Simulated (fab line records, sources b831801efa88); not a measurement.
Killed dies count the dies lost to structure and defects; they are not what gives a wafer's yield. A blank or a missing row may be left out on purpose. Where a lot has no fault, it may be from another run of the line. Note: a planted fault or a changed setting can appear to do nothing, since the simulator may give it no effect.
fab line records	flow sky130
record: lots: 12	wafers: 36	last_day: 50
route steps=708 shown CAPM@553 VIA4@640 METAL5@663 PASSIVATION@683 PAD_OPEN@708
lots that met no fault: taken from a fault-free run of the same line
start_h: the number of hours between the record's first day and the start of the first shown wafer of the lot	wait_h: hours elapsed since this lot's preceding step	" repeats the value in the row above	L1.1+2: a row that stands for several wafers	- either no value or no given start	* or withheld: withheld	< > ~ a bound
route shown NAME@n: NAME is a module with steps in the file, n the number in the route of the first one	usual: average and standard deviation across the fault-free wafers	same: alike in all rows	chamber/n: place in a boat	sites: each site's reading	_std_site: the standard deviation of these	_edge_site: the outer-site mean with the inner-site mean subtracted	radius_mm: how far each site lies from the wafer's centre	mask NAME#n: copy n	behind: the tool/chamber that last shaped the wafer	hold: cause of the lot's hold/its duration in hours/its outcome	device: the transistor (n, p or np) that didn't switch	end of line: the same wafers' tests at the end of the route	a step with no rows: only its recipe	killed: dies that structure and defects cost at the first sort, which is not the same as the wafer's yield	map: the dies of a wafer, with x for killed, . for not killed, _ for no die there
set.NAME: the setting the step ran with; set.NAME@STEP: the setting that earlier step ran with	model.NAME: the simulator's own value behind a step, which no gauge read
the route's steps for a sample of lots (tables are steps, rows are wafers)
services: when a tool's chamber went out of use (start_h, in hours from the record's first day, below 0 if earlier), for how many hours, and the reason
== steps ==
step: SKY_CAPM_CLEAN_16
recipe: chemistry: IPA	time_s: 180	temp_c: 25
usual: bath_heat_duty_pct: 6.3/0.89
lot.wafer	tool	chamber	start_h	wait_h	bath_heat_duty_pct
L937.2	wet_bench-03	1	869.71	0.0	5.9
L937.3	"	1	"	"	5.0
L937.5	"	1	"	"	6.4
L939.1	wet_bench-03	3	890.03	0.0	7.9
L939.2	"	3	"	"	7.1
L939.4	"	3	"	"	7.7
L941.1	wet_bench-04	1	900.21	0.0	5.7
L941.2	"	1	"	"	5.2
L941.5	"	1	"	"	5.8
L942.1	wet_bench-03	1	914.28	0.0	5.9
L942.4	"	1	"	"	5.8
L942.6	"	1	"	"	5.5
L943.1	wet_bench-04	1	925.23	0.0	5.9
L943.4	"	1	"	"	6.1
L943.6	"	1	"	"	5.3
L944.2	wet_bench-03	1	931.51	0.0	6.0
L944.4	"	1	"	"	6.4
L944.5	"	1	"	"	5.9
L945.2	wet_bench-01	1	937.28	0.0	8.0
L945.5	"	1	"	"	8.3
L945.6	"	1	"	"	8.4
L946.2	wet_bench-04	0	948.66	0.0	6.9
L946.4	"	0	"	"	6.0
L946.6	"	0	"	"	5.9
L954.1	wet_bench-03	3	1007.26	0.0	6.4
L954.2	"	3	"	"	8.3
L954.6	"	3	"	"	7.0
L957.1	wet_bench-01	0	1028.91	0.0	4.8
L957.3	"	0	"	"	6.3
L957.5	"	0	"	"	5.3
L959.2	wet_bench-01	1	1035.55	0.0	8.2
L959.5	"	1	"	"	7.4
L959.6	"	1	"	"	8.2
L960.2	wet_bench-03	2	1037.31	0.0	6.1
L960.3	"	2	"	"	5.7
L960.4	"	2	"	"	6.2
step: SKY_VIA4_THK_MEAS_01
recipe: reads: SiO2_of_VIA4_HDPCVD_00
usual: VIA4_HDPCVD_THK: 1752/19
lot.wafer	tool	chamber	start_h	wait_h	VIA4_HDPCVD_THK[nm]
L937.2	film_metro-04	-	974.83	0.1	1763
L937.3	"	-	"	"	1775
L937.5	"	-	"	"	1755
L939.1	film_metro-04	-	993.16	0.1	1784
L939.2	"	-	"	"	1770
L939.4	"	-	"	"	1773
L941.1	film_metro-02	-	1003.47	0.1	1769
L941.2	"	-	"	"	1774
L941.5	"	-	"	"	1746
L942.1	film_metro-02	-	1016.13	0.1	1733
L942.4	"	-	"	"	1780
L942.6	"	-	"	"	1742
L943.1	film_metro-02	-	1026.21	0.1	1791
L943.4	"	-	"	"	1784
L943.6	"	-	"	"	1744
L944.2	film_metro-02	-	1032.12	0.1	1759
L944.4	"	-	"	"	1778
L944.5	"	-	"	"	1775
L945.2	film_metro-03	-	1036.62	0.2	1739
L945.5	"	-	"	"	1757
L945.6	"	-	"	"	1777
L946.2	film_metro-02	-	1047.05	0.1	1730
L946.4	"	-	"	"	1731
L946.6	"	-	"	"	1729
L954.1	film_metro-04	-	1100.74	0.1	1754
L954.2	"	-	"	"	1723
L954.6	"	-	"	"	1721
L957.1	film_metro-04	-	1118.80	0.1	1727
L957.3	"	-	"	"	1747
L957.5	"	-	"	"	1756
L959.2	film_metro-02	-	1124.62	0.1	1729
L959.5	"	-	"	"	1736
L959.6	"	-	"	"	1725
L960.2	film_metro-02	-	1126.02	0.1	1775
L960.3	"	-	"	"	1763
L960.4	"	-	"	"	1789
step: SKY_METAL5_SPUTTER_02
recipe: material: AlCu	target_thk_nm: 1150	power_w: 10600	time_s: 61.2	chamber_pressure_pa: 0.4
usual: throttle_valve_pct: 30.5/0.91
lot.wafer	tool	chamber	start_h	wait_h	throttle_valve_pct
L937.2	pvd_sputter-04	-	1000.62	0.0	29.6
L937.3	"	-	"	"	29.5
L937.5	"	-	"	"	29.8
L939.1	pvd_sputter-02	-	1018.54	0.0	31.5
L939.2	"	-	"	"	31.3
L939.4	"	-	"	"	29.5
L941.1	pvd_sputter-02	-	1028.46	0.0	31.3
L941.2	"	-	"	"	31.2
L941.5	"	-	"	"	29.6
L942.1	pvd_sputter-01	-	1040.16	0.0	28.5
L942.4	"	-	"	"	31.4
L942.6	"	-	"	"	30.8
L943.1	pvd_sputter-04	-	1049.42	0.0	31.2
L943.4	"	-	"	"	29.7
L943.6	"	-	"	"	31.3
L944.2	pvd_sputter-04	-	1056.73	0.0	31.1
L944.4	"	-	"	"	29.5
L944.5	"	-	"	"	30.6
L945.2	pvd_sputter-04	-	1060.61	0.0	30.8
L945.5	"	-	"	"	31.3
L945.6	"	-	"	"	29.5
L946.2	pvd_sputter-04	-	1069.61	0.0	30.7
L946.4	"	-	"	"	29.7
L946.6	"	-	"	"	31.0
L954.1	pvd_sputter-04	-	1122.98	0.0	30.6
L954.2	"	-	"	"	29.6
L954.6	"	-	"	"	31.3
L957.1	pvd_sputter-04	-	1139.99	0.0	30.5
L957.3	"	-	"	"	30.0
L957.5	"	-	"	"	31.6
L959.2	pvd_sputter-01	-	1145.49	0.0	30.9
L959.5	"	-	"	"	29.1
L959.6	"	-	"	"	31.5
L960.2	pvd_sputter-01	-	1146.61	0.0	30.6
L960.3	"	-	"	"	28.7
L960.4	"	-	"	"	29.0
step: SKY_PASSIVATION_CVD_02
recipe: material: Si3N4	target_thk_nm: 540	temp_c: 400	time_s: withheld	rf_w: 450
usual: heater_power_w: 670/78	rf_fwd_power_W: 449.4/1.3
lot.wafer	tool	chamber	start_h	wait_h	heater_power_w	rf_fwd_power_W
L937.2	pecvd-02	1	1025.20	0.0	650	450.1
L937.3	"	1	"	"	687	451.4
L937.5	"	0	"	"	729	448.1
L939.1	pecvd-01	0	1041.70	0.1	876	451.2
L939.2	"	1	"	"	684	449.8
L939.4	"	0	"	"	866	449.4
L941.1	pecvd-02	2	1051.92	0.1	761	447.5
L941.2	"	0	"	"	616	449.8
L941.5	"	1	"	"	569	452.7
L942.1	pecvd-02	0	1062.36	0.1	680	448.2
L942.4	"	1	"	"	704	448.2
L942.6	"	0	"	"	719	449.0
L943.1	pecvd-02	0	1071.55	0.1	641	449.7
L943.4	"	1	"	"	674	450.0
L943.6	"	2	"	"	636	450.2
L944.2	pecvd-03	2	1079.04	0.0	620	450.4
L944.4	"	2	"	"	649	448.7
L944.5	"	0	"	"	643	452.3
L945.2	pecvd-03	2	1082.46	0.0	673	450.4
L945.5	"	2	"	"	537	449.6
L945.6	"	1	"	"	668	446.7
L946.2	pecvd-03	2	1092.10	0.0	626	448.3
L946.4	"	1	"	"	681	447.8
L946.6	"	2	"	"	631	449.0
L954.1	pecvd-01	1	1143.36	0.1	737	447.3
L954.2	"	2	"	"	604	448.6
L954.6	"	1	"	"	581	446.4
L957.1	pecvd-03	0	1159.06	0.1	622	448.5
L957.3	"	1	"	"	665	449.6
L957.5	"	2	"	"	685	449.9
L959.2	pecvd-01	1	1164.09	0.0	611	447.9
L959.5	"	0	"	"	756	447.9
L959.6	"	2	"	"	567	449.7
L960.2	pecvd-02	1	1164.87	0.0	726	447.6
L960.3	"	2	"	"	742	451.8
L960.4	"	1	"	"	573	448.6
step: SKY_PAD_OPEN_PROBE_99
usual: defect_limited_yield: 82.1/1.9	killed_at_M0_to_M3: 44/7.3	killed_at_M4_up: 3.5/1.8	killed_at_contacts: 24/5.8	killed_at_front_end: 16/4.3	killed_at_other: 0.5/0.68	killed_dies: 88/9.4	killed_open: 48/6.8	killed_short: 40/6.1	sort_bin_3_pad_short: 0.9/0.39	sort_bin_5_function: 10.5/1.4	sort_bin_6_memory: 6.4/1.1	sort_n_pass: 404/9.4	sort_yield_pct: 82.1/1.9
same: gross_dies: 492	killed_at_back_side: 0	sort_bin_4_leakage[%]: 0	sort_bin_8_speed[%]: 0
lot.wafer	tool	chamber	start_h	wait_h	defect_limited_yield[%]	killed_at_M0_to_M3	killed_at_M4_up	killed_at_contacts	killed_at_front_end	killed_at_other	killed_dies	killed_open	killed_short	sort_bin_3_pad_short[%]	sort_bin_5_function[%]	sort_bin_6_memory[%]	sort_n_pass	sort_yield_pct[%]
L944.2	prober-01	-	1121.91	0.1	82.7	47	3	14	21	0	85	43	42	1.0	9.3	6.9	407	82.7
L944.4	prober-01	-	1122.01	0.2	82.9	43	3	21	14	3	84	44	39	0.6	10.2	6.3	408	82.9
L944.5	prober-01	-	1122.06	0.2	83.1	43	4	19	17	0	83	41	41	1.4	10.2	5.3	409	83.1
L945.2	prober-02	-	1125.32	0.1	85.2	41	2	13	16	1	73	39	34	1.0	10.0	3.9	419	85.2
L945.5	prober-02	-	1125.47	0.2	82.1	35	4	28	21	0	88	51	37	0.8	10.2	6.9	404	82.1
L945.6	prober-02	-	1125.52	0.2	82.5	48	4	19	14	1	86	44	42	1.4	7.9	8.1	406	82.5
L946.2	prober-01	-	1133.92	0.1	79.3	58	5	24	15	0	102	57	45	1.0	11.2	8.5	390	79.3
L946.4	prober-01	-	1134.02	0.2	79.5	55	1	27	18	0	101	47	53	1.2	11.6	7.7	391	79.5
L946.6	prober-01	-	1134.12	0.2	83.5	43	3	18	17	0	81	43	38	1.2	10.8	4.5	411	83.5
L954.1	prober-02	-	1181.23	0.1	70.1	45	2	17	13	70	147	40	36	4.1	19.1	6.7	345	70.1
L954.2	prober-02	-	1181.28	0.1	68.7	43	0	21	17	73	154	32	46	5.7	17.9	7.7	338	68.7
L954.6	prober-02	-	1181.48	0.2	70.3	48	1	23	9	65	146	45	35	5.3	16.9	7.5	346	70.3
killed by level:class
L944.2 VIA1:geometric_particle:open=10 METAL2:geometric_particle:short=7 FIELD_ISO:geometric_particle:open=6 VIA1:geometric_particle:short=6 CONTACT:geometric_particle:open=6 VIA2:geometric_particle:open=5 METAL1:geometric_particle:short=5 VIA3:geometric_particle:open=5
L944.4 VIA1:geometric_particle:open=10 LI_CONTACT:geometric_particle:open=9 METAL2:geometric_particle:short=6 POLY_GATE:geometric_particle:open=5 VIA3:geometric_particle:open=5 METAL3:geometric_particle:short=5 LI_CONTACT:geometric_particle:short=4 LOCAL_INTERCONNECT:geometric_particle:short=4
L944.5 VIA1:geometric_particle:open=9 VIA2:geometric_particle:open=6 METAL2:geometric_particle:short=5 LI_CONTACT:geometric_particle:open=5 LOCAL_INTERCONNECT:geometric_particle:short=5 METAL1:geometric_particle:short=5 FIELD_ISO:geometric_particle:short=4 CONTACT:geometric_particle:open=4
L945.2 VIA1:geometric_particle:open=8 VIA3:geometric_particle:open=5 CONTACT:geometric_particle:open=5 VIA2:geometric_particle:open=5 FIELD_ISO:geometric_particle:open=4 POLY_GATE:geometric_particle:open=4 LOCAL_INTERCONNECT:geometric_particle:short=4 VIA1:geometric_particle:short=4
L945.5 CONTACT:geometric_particle:open=12 LI_CONTACT:geometric_particle:open=8 FIELD_ISO:geometric_particle:short=7 VIA1:geometric_particle:open=7 FIELD_ISO:geometric_particle:open=6 METAL1:geometric_particle:short=6 VIA2:geometric_particle:open=5 VIA3:geometric_particle:open=5
L945.6 VIA1:geometric_particle:open=13 METAL1:geometric_particle:short=8 LI_CONTACT:geometric_particle:open=6 METAL3:geometric_particle:short=5 VIA3:geometric_particle:open=5 FIELD_ISO:geometric_particle:short=4 VIA3:geometric_particle:short=4 CONTACT:geometric_particle:open=4
L946.2 VIA3:geometric_particle:open=12 VIA1:geometric_particle:open=10 LI_CONTACT:geometric_particle:open=9 CONTACT:geometric_particle:open=6 FIELD_ISO:geometric_particle:short=5 CONTACT:geometric_particle:short=5 VIA1:geometric_particle:short=5 VIA3:geometric_particle:short=5
L946.4 VIA1:geometric_particle:open=14 CONTACT:geometric_particle:open=9 METAL2:geometric_particle:short=9 CONTACT:geometric_particle:short=8 VIA3:geometric_particle:open=7 POLY_GATE:geometric_particle:short=7 VIA3:geometric_particle:short=7 METAL1:geometric_particle:short=6
L946.6 VIA3:geometric_particle:open=10 VIA1:geometric_particle:open=9 VIA2:geometric_particle:open=8 CONTACT:geometric_particle:open=7 CONTACT:geometric_particle:short=6 POLY_GATE:geometric_particle:short=5 METAL2:geometric_particle:short=5 FIELD_ISO:geometric_particle:open=4
L954.1 CAPM:unspecified=69 VIA1:geometric_particle:open=14 METAL1:geometric_particle:short=7 VIA2:geometric_particle:open=6 CONTACT:geometric_particle:open=5 CONTACT:geometric_particle:short=5 VIA3:geometric_particle:open=5 FIELD_ISO:geometric_particle:short=4
L954.2 CAPM:unspecified=73 POLY_GATE:geometric_particle:short=7 METAL2:geometric_particle:short=6 LI_CONTACT:geometric_particle:short=6 LI_CONTACT:geometric_particle:open=6 VIA1:geometric_particle:short=6 VIA1:geometric_particle:open=5 METAL1:geometric_particle:short=5
L954.6 CAPM:unspecified=65 VIA1:geometric_particle:open=12 VIA2:geometric_particle:open=9 LI_CONTACT:geometric_particle:open=7 CONTACT:geometric_particle:open=7 METAL2:geometric_particle:short=7 METAL1:geometric_particle:short=5 VIA3:geometric_particle:open=5
== services ==
tool	chamber	start_h	hours	kind
pecvd-01	-	860.02	1.3	repair
pecvd-03	0	893.19	18.7	repair
pecvd-02	-	900.56	1.8	repair
pvd_sputter-02	-	904.34	5.0	repair
pvd_sputter-04	1	905.69	-	consumable_replace:kit
pvd_sputter-04	1	905.69	18.0	scheduled_down
pvd_sputter-04	1	905.69	18.0	vent_cycle
pecvd-02	1	908.51	21.8	repair
pvd_sputter-01	-	959.15	2.2	repair
pecvd-02	-	977.24	1.2	repair
pecvd-03	-	989.57	6.0	pm
pecvd-01	-	993.65	6.0	pm
wet_bench-03	-	1010.39	0.7	repair
pecvd-01	-	1016.94	1.7	repair
pecvd-02	2	1024.33	8.4	repair
pecvd-02	2	1038.65	8.3	repair
pvd_sputter-04	0	1039.21	-	consumable_replace:kit
pvd_sputter-04	0	1039.21	18.0	scheduled_down
pvd_sputter-04	0	1039.21	18.0	vent_cycle
pecvd-01	-	1048.96	23.7	repair
wet_bench-04	-	1073.00	1.2	repair
pvd_sputter-04	3	1103.95	-	consumable_replace:kit
pvd_sputter-04	3	1103.95	18.0	scheduled_down
pvd_sputter-01	-	1121.84	8.5	repair
== key ==
first_sign: step: SKY_PAD_OPEN_PROBE_99	reading: killed_at_other	direction: up	sigmas: 69	usual: 0.5	struck: 69.3
effect: step: SKY_PAD_OPEN_PROBE_99	reading: sort_bin_3_pad_short	direction: up	sigmas: 10	usual: 0.9	struck: 5.0
met_at SKY_CAPM_CLEAN_16
struck_lots L954
struck_wafers L954.1,L954.2,L954.6
not_acting_at SKY_VIA4_THK_MEAS_01,SKY_METAL5_SPUTTER_02,SKY_PASSIVATION_CVD_02
onset_between 890.03 1007.26
fault: kind: chamber_particle_source	tool: wet_bench-03	chamber: 3	onset_h: 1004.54	steps: SKY_CAPM_CLEAN_16	rate_per_visit_cm2: 2.0156	end_h: 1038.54
